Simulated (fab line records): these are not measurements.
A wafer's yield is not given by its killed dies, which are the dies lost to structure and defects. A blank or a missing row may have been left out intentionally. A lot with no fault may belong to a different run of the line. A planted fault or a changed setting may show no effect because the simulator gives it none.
The same fault as seen by 2 desks -- flow gf180mcu -- what lay behind the numbers comes last; until then each desk has only its own

== AT THE TOOL OWNER'S DESK: cvd_w-02 ==
The tool's own readings at GF_V1_CVD_23 (deposits W, target thk 350 nm, time 105.05 s): means of the sampled wafers that have a number, for each lot that ran on this tool. Marked OUT: a lot whose mean sits more than 4 standard deviations from the usual mean, which makes it out of limits; the brackets give that distance.
Columns: A = heater_power_w at GF_V1_CVD_23, usual 866 W
lot,first seen here,A
L100,day 18 05:32,841
L103,day 18 23:13,833
L104,day 19 05:55,886
L107,day 21 04:46,874
L108,day 21 07:41,840
L115,day 23 12:38,842
L117,day 24 03:13,853
L122,day 25 22:09,890
Result from this desk: across the 8 lots, nothing is out of limits.

== METROLOGY DESK ==
Means of the sampled wafers that have a number, per lot and without regard to the tool the lot ran on: this is what the gauges read. Marked OUT: a lot whose mean sits more than 4 standard deviations from the usual mean, which makes it out of limits; the brackets give that distance.
Columns: A = M1_ALCU_RS at GF_M1_RS_MEAS_05, usual 0.0694 ohm/sq
lot,first seen here,A
L100,day 16 06:01,0.0683
L102,day 16 17:06,0.0685
L103,day 16 22:36,0.0695
L104,day 17 05:38,0.0706
L107,day 19 01:35,0.0685
L108,day 19 05:14,0.0690
L114,day 21 12:01,0.0683
L115,day 21 13:11,0.0699
L116,day 21 17:59,0.0701
L117,day 22 02:58,0.0694
L119,day 23 05:33,0.0696
L122,day 24 01:05,0.0702
L121,day 24 01:47,0.0694
L123,day 24 22:35,0.0690
Result from this desk: across the 14 lots, nothing is out of limits.

== ALL TOGETHER ==
The desk of the tool owner found nothing out of limits.
From the metrology desk's view, nothing was out of limits.

== WHAT THE SIMULATOR PUT IN ==
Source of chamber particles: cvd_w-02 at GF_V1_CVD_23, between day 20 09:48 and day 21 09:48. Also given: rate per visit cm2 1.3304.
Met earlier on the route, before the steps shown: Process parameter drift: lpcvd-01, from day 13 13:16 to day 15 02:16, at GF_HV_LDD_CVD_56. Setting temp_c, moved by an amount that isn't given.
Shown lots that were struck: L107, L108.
